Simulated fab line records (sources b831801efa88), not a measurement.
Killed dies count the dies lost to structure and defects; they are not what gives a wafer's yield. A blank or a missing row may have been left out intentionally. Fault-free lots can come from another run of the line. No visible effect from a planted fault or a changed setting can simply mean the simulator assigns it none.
fab line records    flow sky130
record: lots: 6  wafers: 18  lastDay: 50
route steps=708 shown VT_ADJUST_PCH@151 SONOS_TUNNEL@154 PAD_OPEN@708
lots that met no fault: from a run of the same line without faults
startH: the number of hours between the record's first day and the start of the first shown wafer of the lot    waitH: hours since the lot's step before    " repeats the value in the row above    L1.1+2: several wafers, shown together as one row    - no value present, or no start provided    * or withheld: withheld    < > ~ a bound
route shown NAME@n: a module of which the file shows steps, and the number in the route of the first    usual: mean/standard deviation of fault-free wafers    same: alike in all rows    chamber/n: place in a boat    sites: each site's reading    _std_site: the values' standard deviation    _edge_site: outer sites' mean less inner sites'    radiusMm: how far each site lies from the wafer's centre    mask NAME#n: copy n    behind: tool/chamber where the wafer was last shaped    hold: the reason the lot was held/the length of the hold in hours/how it ended    device: whichever transistor did not switch (one of n, p or np)    end of line: the tests these same wafers got at the end of their route    a step with no rows: only its recipe    killed: at the first sort, the dies lost to defects and structure; wafer yield is something else    map: the dies of a wafer, with x for killed, . for not killed, _ for no die there
set.NAME: setting as actually run; set.NAME@STEP: the setting as run at that earlier step    model.NAME: the simulator's own value behind a step, which no gauge read
lots at selected steps of the route; one table per step, one row per wafer
services: a tool's chamber out of use, with start hour (startH, from the record's first day; less than 0 if before it), hours out, and reason
== steps ==
step: SKY_VT_ADJUST_PCH_IMPLANT_08
recipe: species: B  energyKev: 10  doseCm2: 5e+11  tiltDeg: withheld
step: SKY_VT_ADJUST_PCH_STRIP_09
recipe: chemistry: O2/N2  powerW: 1400  pressureMtorr: 1500  platenTempC: withheld  o2FlowSccm: 3000  n2FlowSccm: 300  overashFraction: 0.5
usual: drypumpMotorCurrentA: 5.7/0.54  oesProductAu: 0.722/0.0042  stripTimeToEndpointS: 36.89/0.1
lot.wafer  tool            chamber  startH  waitH  drypumpMotorCurrentA  oesProductAu  rfHoursCounterH  stripTimeToEndpointS
L782.2     plasmaAsher-01  0        278.25  0.1    5.0                   0.717         59               36.73
L782.3     "               0        "       "      5.0                   0.721         -                36.83
L782.4     "               1        "       "      6.5                   0.719         -                36.95
L783.1     plasmaAsher-04  0        289.80  0.1    5.5                   0.723         17               36.91
L783.2     "               1        "       "      5.4                   0.730         17               37.05
L783.3     "               0        "       "      5.5                   0.724         -                36.87
L792.1     plasmaAsher-02  1        353.20  0.1    6.0                   0.723         49               36.92
L792.2     "               0        "       "      6.2                   0.723         49               36.92
L792.5     "               0        "       "      6.1                   0.728         -                36.90
L793.3     plasmaAsher-01  1        367.89  0.1    6.4                   0.722         -                36.93
L793.5     "               1        "       "      6.5                   0.718         -                36.88
L793.6     "               0        "       "      4.9                   0.725         -                36.91
L795.1     plasmaAsher-04  0        378.55  0.1    5.5                   0.717         26               36.92
L795.4     "               0        "       "      5.5                   0.724         -                36.97
L795.6     "               1        "       "      5.4                   0.715         -                36.85
L796.3     plasmaAsher-02  0        383.94  0.1    6.2                   0.729         -                37.00
L796.4     "               1        "       "      6.0                   0.726         -                37.03
L796.5     "               0        "       "      6.2                   0.729         -                36.83
step: SKY_VT_ADJUST_PCH_TW_MEAS_10
usual: VT_ADJUST_PCH_TW: 141.7/0.79
lot.wafer  tool          chamber  startH  waitH  VT_ADJUST_PCH_TW
L782.2     filmMetro-02  -        278.36  0.1    141.4
L782.3     "             -        "       "      142.3
L782.4     "             -        "       "      141.9
L783.1     filmMetro-01  -        289.90  0.1    142.7
L783.2     "             -        "       "      142.6
L783.3     "             -        "       "      143.0
L792.1     filmMetro-02  -        353.30  0.1    141.0
L792.2     "             -        "       "      141.7
L792.5     "             -        "       "      141.5
L793.3     filmMetro-04  -        367.98  0.1    140.9
L793.5     "             -        "       "      141.4
L793.6     "             -        "       "      141.0
L795.1     filmMetro-04  -        378.65  0.1    141.7
L795.4     "             -        "       "      142.0
L795.6     "             -        "       "      141.5
L796.3     filmMetro-02  -        384.02  0.1    141.2
L796.4     "             -        "       "      141.7
L796.5     "             -        "       "      140.8
step: SKY_SONOS_TUNNEL_DEHYDRATE_00
recipe: tempC: 200  timeS: 60
step: SKY_SONOS_TUNNEL_HMDS_01
recipe: primeTimeS: 60  primeTempC: 120
step: SKY_SONOS_TUNNEL_COAT_02
recipe: resist: NOVOLAK  spinRpm: 3000  resistThkNm: 1140
step: SKY_SONOS_TUNNEL_SOFTBAKE_03
recipe: tempC: 90  timeS: 60  resist: NOVOLAK
step: SKY_SONOS_TUNNEL_EXPOSE_04
recipe: maskId: TUNM  na: 0.6  sourceShape: conventional  sigmaOuter: 0.6  polarization: unpolarized  targetCdNm: 410  doseMj: 136
step: SKY_SONOS_TUNNEL_PEB_05
recipe: tempC: withheld  timeS: *  resist: NOVOLAK
step: SKY_SONOS_TUNNEL_DEVELOP_06
recipe: resist: NOVOLAK  developer: TMAH  developTimeS: 60  devTempC: 23
step: SKY_SONOS_TUNNEL_CD_MEAS_07
recipe: targetCdNm: 410
usual: cdNm: 410.4/2.4
lot.wafer  tool      chamber  startH  waitH  cdNm
L782.2     cdSem-01  -        303.49  0.1    411.6
L782.3     "         -        "       "      412.1
L782.4     "         -        "       "      413.0
L783.1     cdSem-02  -        315.52  0.1    412.0
L783.2     "         -        "       "      409.4
L783.3     "         -        "       "      414.2
L792.1     cdSem-02  -        381.42  0.1    410.9
L792.2     "         -        "       "      414.2
L792.5     "         -        "       "      409.9
L793.3     cdSem-02  -        396.41  0.1    411.5
L793.5     "         -        "       "      412.3
L793.6     "         -        "       "      411.3
L795.1     cdSem-01  -        407.07  0.1    409.8
L795.4     "         -        "       "      409.5
L795.6     "         -        "       "      410.8
L796.3     cdSem-02  -        412.06  0.1    408.7
L796.4     "         -        "       "      410.7
L796.5     "         -        "       "      409.6
step: SKY_SONOS_TUNNEL_OVL_MEAS_08
usual: SONOS_TUNNEL_OVL: 0.4/1.5
lot.wafer  tool        chamber  startH  waitH  SONOS_TUNNEL_OVL[nm]
L782.2     overlay-01  -        303.60  0.1    -0.2
L782.3     "           -        "       "      0.5
L782.4     "           -        "       "      0.7
L783.1     overlay-01  -        315.64  0.1    -0.9
L783.2     "           -        "       "      -0.1
L783.3     "           -        "       "      -0.7
L792.1     overlay-02  -        381.54  0.1    1.6
L792.2     "           -        "       "      2.3
L792.5     "           -        "       "      1.4
L793.3     overlay-01  -        396.51  0.1    2.5
L793.5     "           -        "       "      3.8
L793.6     "           -        "       "      3.0
L795.1     overlay-01  -        407.19  0.1    -0.1
L795.4     "           -        "       "      0.8
L795.6     "           -        "       "      -0.7
L796.3     overlay-02  -        412.15  0.1    -1.3
L796.4     "           -        "       "      -2.0
L796.5     "           -        "       "      -0.4
step: SKY_SONOS_TUNNEL_IMPLANT_09
recipe: species: B  energyKev: 20  doseCm2: 1e+12  tiltDeg: withheld
usual: doseIonsCm2: 1.0001e+12/1e+09  faradayCurrentUA: 5.63/0.11
lot.wafer  tool          chamber  startH  waitH  doseIonsCm2  faradayCurrentUA
L782.2     implanter-04  0        303.65  0.0    9.996e+11    5.73
L782.3     "             0        "       "      9.993e+11    5.74
L782.4     "             0        "       "      9.995e+11    5.83
L783.1     implanter-02  0        315.68  0.0    1.0002e+12   5.60
L783.2     "             0        "       "      1.001e+12    5.83
L783.3     "             0        "       "      1.0005e+12   5.84
L792.1     implanter-04  0        381.71  0.2    9.8e+10      0.57
L792.2     "             0        "       "      1.008e+11    0.57
L792.5     "             0        "       "      9.89e+10     0.56
L793.3     implanter-04  0        396.58  0.1    9.92e+10     0.54
L793.5     "             0        "       "      1.01e+11     0.55
L793.6     "             0        "       "      1.006e+11    0.56
L795.1     implanter-01  0        407.22  0.0    1.0004e+12   5.67
L795.4     "             0        "       "      1.0002e+12   5.71
L795.6     "             0        "       "      9.999e+11    5.84
L796.3     implanter-01  0        412.22  0.1    1.0016e+12   5.56
L796.4     "             0        "       "      1.0027e+12   5.61
L796.5     "             0        "       "      1.003e+12    5.59
step: SKY_SONOS_TUNNEL_WET_ETCH_10
recipe: chemistry: dHF  targetDepthNm: 14  target: SiO2  dilution: 100:1  tempC: 25  timeS: 280
step: SKY_SONOS_TUNNEL_STRIP_11
recipe: chemistry: SPM  timeS: 600  tempC: 130
step: SKY_SONOS_TUNNEL_TW_MEAS_12
usual: SONOS_TUNNEL_TW: 195.5/1.4
lot.wafer  tool          chamber  startH  waitH  SONOS_TUNNEL_TW
L782.2     filmMetro-01  -        304.05  0.0    197.3
L782.3     "             -        "       "      196.6
L782.4     "             -        "       "      197.2
L783.1     filmMetro-01  -        316.09  0.0    197.6
L783.2     "             -        "       "      197.2
L783.3     "             -        "       "      197.0
L792.1     filmMetro-01  -        382.30  0.0    108.6
L792.2     "             -        "       "      109.1
L792.5     "             -        "       "      109.1
L793.3     filmMetro-04  -        396.97  0.0    104.3
L793.5     "             -        "       "      104.8
L793.6     "             -        "       "      105.1
L795.1     filmMetro-03  -        407.67  0.0    193.8
L795.4     "             -        "       "      194.2
L795.6     "             -        "       "      194.0
L796.3     filmMetro-03  -        412.60  0.0    194.4
L796.4     "             -        "       "      193.5
L796.5     "             -        "       "      193.0
step: SKY_SONOS_TUNNEL_CLEAN_13
recipe: chemistry: dHF  timeS: 20  dilution: 100:1  dry: ipaMarangoni
step: SKY_PAD_OPEN_PROBE_99
usual: killed_at_M0_to_M3: 44/7.1  killed_at_M4_up: 3/1.6  killedAtContacts: 24/5.4  killedAtFrontEnd: 15/4.7  killedAtOther: 0.3/0.51  killedDies: 87/9.9  killedOnRim: 17/4  killedOpen: 48/7.6  killedShort: 39/6.3
same: grossDies: 492  killedAtBackSide: 0
lot.wafer  tool       chamber  startH   waitH  killed_at_M0_to_M3  killed_at_M4_up  killedAtContacts  killedAtFrontEnd  killedAtOther  killedDies  killedOnRim  killedOpen  killedShort  model.etest.tipSonos.rsOhmSq  model.etest.sonosUncharged.rOnOhmUm  model.etest.sonosProgrammed.offLog10AUm  model.etest.sonosProgrammed.vtV  model.etest.sonosBaked.vtV  model.etest.sonosUncharged.vtV  model.etest.sonosErased.vtV
L783.1     prober-02  -        1129.53  0.1    39                  3                27                12                0              81          8            39          42           2779                          802.1                                -14.02                                   1.631                            1.059                       -0.4373                         -2.386
L783.2     prober-02  -        1129.58  0.1    41                  2                28                11                2              84          19           45          39           2750                          805                                  -14.08                                   1.614                            1.079                       -0.4602                         -2.425
L783.3     prober-02  -        1129.63  0.2    43                  3                27                20                0              93          19           45          48           2730                          803.6                                -14.1                                    1.698                            1.1                         -0.4121                         -2.382
L782.2     prober-02  -        1132.25  0.1    36                  3                23                13                0              75          14           37          38           2764                          793.9                                -14.17                                   1.631                            1.091                       -0.4582                         -2.384
L782.3     prober-02  -        1132.30  0.2    36                  1                25                28                1              91          15           54          37           2739                          804.2                                -14                                      1.695                            1.131                       -0.4293                         -2.42
L782.4     prober-02  -        1132.35  0.2    33                  7                28                17                0              85          20           51          34           2720                          812.5                                -13.99                                   1.657                            1.112                       -0.4356                         -2.442
L792.1     prober-02  -        1165.20  0.1    47                  4                23                23                0              97          18           56          41           2574                          712.6                                -10.49                                   1.35                             0.8335                      -0.7482                         -2.649
L792.2     prober-02  -        1165.25  0.1    51                  7                20                15                0              93          17           47          46           2559                          727.3                                -11.21                                   1.33                             0.8027                      -0.6948                         -2.655
L792.5     prober-02  -        1165.40  0.2    33                  5                22                7                 0              67          7            35          32           2543                          722.9                                -10.58                                   1.334                            0.8036                      -0.6931                         -2.675
L793.3     prober-01  -        1175.64  0.2    49                  4                23                10                1              87          20           49          38           2504                          751.1                                -10.62                                   1.26                             0.7763                      -0.6526                         -2.564
L793.5     prober-01  -        1175.74  0.2    48                  4                29                13                0              94          12           54          40           2519                          732.1                                -10.95                                   1.319                            0.7669                      -0.7218                         -2.577
L793.6     prober-01  -        1175.79  0.2    53                  1                22                20                0              96          21           53          43           2500                          734.5                                -11.17                                   1.338                            0.8223                      -0.6763                         -2.601
L795.1     prober-01  -        1180.69  0.1    36                  5                25                20                1              87          17           50          37           2797                          794.6                                -13.87                                   1.514                            0.9522                      -0.432                          -2.4
L795.4     prober-01  -        1180.84  0.2    39                  3                28                23                0              93          19           50          43           2765                          809.7                                -14.01                                   1.548                            1.038                       -0.4469                         -2.342
L795.6     prober-01  -        1180.94  0.2    40                  4                32                18                0              94          19           52          42           2766                          814.4                                -13.85                                   1.449                            1.02                        -0.4488                         -2.312
L796.3     prober-02  -        1188.74  0.2    26                  3                16                17                0              62          11           34          28           2632                          781.1                                -14.09                                   1.612                            1.067                       -0.4573                         -2.378
L796.4     prober-02  -        1188.79  0.2    40                  2                31                25                1              99          14           57          42           2649                          788.4                                -13.81                                   1.567                            1.103                       -0.4596                         -2.354
L796.5     prober-02  -        1188.84  0.2    40                  3                25                16                0              84          22           44          40           2689                          786.9                                -13.88                                   1.579                            1.065                       -0.4808                         -2.353
killed by level:class
L783.1 CONTACT:geometricParticle:open=11 VIA2:geometricParticle:open=10 CONTACT:geometricParticle:short=8 METAL2:geometricParticle:short=5 VIA1:geometricParticle:open=4 METAL1:geometricParticle:short=4 VIA1:geometricParticle:short=4 VIA2:geometricParticle:short=4
L783.2 VIA1:geometricParticle:open=9 LI_CONTACT:geometricParticle:open=8 CONTACT:geometricParticle:short=7 FIELD_ISO:geometricParticle:open=6 METAL1:geometricParticle:short=6 LOCAL_INTERCONNECT:geometricParticle:short=5 VIA2:geometricParticle:open=5 LI_CONTACT:geometricParticle:short=4
L783.3 LI_CONTACT:geometricParticle:open=9 METAL2:geometricParticle:short=8 CONTACT:geometricParticle:open=8 VIA1:geometricParticle:open=8 VIA3:geometricParticle:open=7 POLY_GATE:geometricParticle:short=6 POLY_GATE:geometricParticle:open=5 CONTACT:geometricParticle:short=5
L782.2 VIA1:geometricParticle:open=12 LI_CONTACT:geometricParticle:open=11 METAL1:geometricParticle:short=8 POLY_GATE:geometricParticle:short=5 CONTACT:geometricParticle:short=5 VIA2:geometricParticle:open=5 VIA3:geometricParticle:short=4 LOCAL_INTERCONNECT:geometricParticle:short=4
L782.3 CONTACT:geometricParticle:open=12 VIA1:geometricParticle:open=10 VIA3:geometricParticle:open=8 POLY_GATE:geometricParticle:open=6 SPACER:geometricParticle:short=6 FIELD_ISO:geometricParticle:short=5 LI_CONTACT:geometricParticle:open=5 POLY_GATE:geometricParticle:short=4
L782.4 VIA1:geometricParticle:open=11 CONTACT:geometricParticle:open=8 VIA2:geometricParticle:open=8 LOCAL_INTERCONNECT:geometricParticle:short=6 POLY_GATE:geometricParticle:short=5 LI_CONTACT:geometricParticle:open=4 CONTACT:geometricParticle:short=4 VIA3:geometricParticle:open=4
L792.1 VIA1:geometricParticle:open=11 VIA2:geometricParticle:open=10 CONTACT:geometricParticle:open=9 FIELD_ISO:geometricParticle:open=8 LI_CONTACT:geometricParticle:open=6 VIA1:geometricParticle:short=6 FIELD_ISO:geometricParticle:short=5 POLY_GATE:geometricParticle:short=5
L792.2 VIA1:geometricParticle:open=10 METAL1:geometricParticle:short=9 VIA2:geometricParticle:open=8 FIELD_ISO:geometricParticle:open=7 CONTACT:geometricParticle:open=7 METAL2:geometricParticle:short=6 METAL4:geometricParticle:short=6 VIA3:geometricParticle:open=6
L792.5 CONTACT:geometricParticle:open=10 METAL2:geometricParticle:short=7 LI_CONTACT:geometricParticle:open=6 VIA3:geometricParticle:short=5 METAL4:geometricParticle:short=5 POLY_GATE:geometricParticle:open=4 VIA1:geometricParticle:open=3 CONTACT:geometricParticle:short=3
L793.3 VIA1:geometricParticle:open=11 CONTACT:geometricParticle:open=10 LI_CONTACT:geometricParticle:open=9 VIA3:geometricParticle:open=7 METAL2:geometricParticle:short=6 VIA3:geometricParticle:short=6 VIA2:geometricParticle:open=5 VIA2:geometricParticle:short=4
L793.5 VIA1:geometricParticle:open=12 CONTACT:geometricParticle:open=11 VIA3:geometricParticle:open=8 METAL2:geometricParticle:short=7 LI_CONTACT:geometricParticle:open=6 METAL1:geometricParticle:short=5 VIA1:geometricParticle:short=5 LI_CONTACT:geometricParticle:short=4
L793.6 CONTACT:geometricParticle:open=11 VIA1:geometricParticle:open=10 VIA1:geometricParticle:short=9 METAL1:geometricParticle:short=8 POLY_GATE:geometricParticle:open=7 VIA2:geometricParticle:open=6 METAL1:geometricParticle:open=5 METAL2:geometricParticle:short=5
L795.1 LI_CONTACT:geometricParticle:open=8 VIA1:geometricParticle:open=8 FIELD_ISO:geometricParticle:open=7 LOCAL_INTERCONNECT:geometricParticle:short=7 CONTACT:geometricParticle:open=6 POLY_GATE:geometricParticle:short=5 VIA3:geometricParticle:open=5 METAL2:geometricParticle:short=4
L795.4 VIA1:geometricParticle:open=12 LI_CONTACT:geometricParticle:open=9 CONTACT:geometricParticle:open=8 FIELD_ISO:geometricParticle:open=6 POLY_GATE:geometricParticle:short=5 CONTACT:geometricParticle:short=5 VIA1:geometricParticle:short=5 METAL2:geometricParticle:short=4
L795.6 LI_CONTACT:geometricParticle:open=11 VIA1:geometricParticle:open=11 METAL1:geometricParticle:short=7 VIA2:geometricParticle:open=7 POLY_GATE:geometricParticle:open=6 CONTACT:geometricParticle:short=6 CONTACT:geometricParticle:open=6 LOCAL_INTERCONNECT:geometricParticle:short=5
L796.3 CONTACT:geometricParticle:open=6 POLY_GATE:geometricParticle:open=5 VIA1:geometricParticle:open=5 FIELD_ISO:geometricParticle:short=4 CONTACT:geometricParticle:short=4 VIA2:geometricParticle:open=4 VIA3:geometricParticle:open=4 FIELD_ISO:geometricParticle:open=3
L796.4 LI_CONTACT:geometricParticle:open=11 POLY_GATE:geometricParticle:open=8 VIA3:geometricParticle:open=8 VIA1:geometricParticle:open=8 LI_CONTACT:geometricParticle:short=6 CONTACT:geometricParticle:open=6 METAL2:geometricParticle:short=6 FIELD_ISO:geometricParticle:open=5
L796.5 CONTACT:geometricParticle:open=8 CONTACT:geometricParticle:short=7 VIA1:geometricParticle:open=7 METAL2:geometricParticle:short=6 VIA2:geometricParticle:open=6 FIELD_ISO:geometricParticle:open=5 LI_CONTACT:geometricParticle:open=5 METAL1:geometricParticle:short=5
== services ==
tool            chamber  startH  hours  kind
plasmaAsher-02  -        276.26  2.8    pm
implanter-02    -        284.57  2.0    repair
implanter-02    -        300.95  0.7    repair
plasmaAsher-02  -        301.80  0.9    repair
plasmaAsher-02  -        307.46  35.1   pm
implanter-02    -        317.55  0.9    repair
implanter-01    -        327.06  3.9    pm
implanter-04    -        333.25  4.7    repair
implanter-02    -        341.14  1.3    repair
plasmaAsher-04  -        354.86  16.7   repair
implanter-01    -        362.86  2.6    repair
implanter-02    -        368.68  2.8    repair
plasmaAsher-04  -        379.28  3.2    repair
implanter-02    -        379.73  6.3    repair
implanter-02    -        408.61  8.8    pm
== key ==
firstSign: step: SKY_SONOS_TUNNEL_IMPLANT_09  reading: doseIonsCm2  direction: down  sigmas: 99+  usual: *  struck: *
effect: step: SKY_SONOS_TUNNEL_IMPLANT_09  reading: faradayCurrentUA  direction: down  sigmas: 44  usual: 5.63  struck: 0.56
effect: step: SKY_SONOS_TUNNEL_TW_MEAS_12  reading: SONOS_TUNNEL_TW  direction: down  sigmas: 61  usual: 195.5  struck: 106.8
modelEffect: step: SKY_PAD_OPEN_PROBE_99  value: etest.tipSonos.rsOhmSq  without: 2683  struck: 2533
metAt SKY_SONOS_TUNNEL_IMPLANT_09
struckWafers L792.1,L792.2,L792.5,L793.3,L793.5,L793.6
testerLeftOut L792,L793
onsetBetween 303.65 381.71
fault: kind: processParameterDrift  tool: implanter-04  chamber: -  onsetH: 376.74  steps: SKY_SONOS_TUNNEL_IMPLANT_09  channel: doseCm2  offset: *  shape: step  endH: 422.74  actsIn: *  stated: *
testerLeftOut: of these lots the tester's yield and bins aren't shown, on N5 and GAA mostly nor the transistor test; their killed dies are dies lost to structure and defects alone, not to doping, threshold or leakage, so they don't give the yield
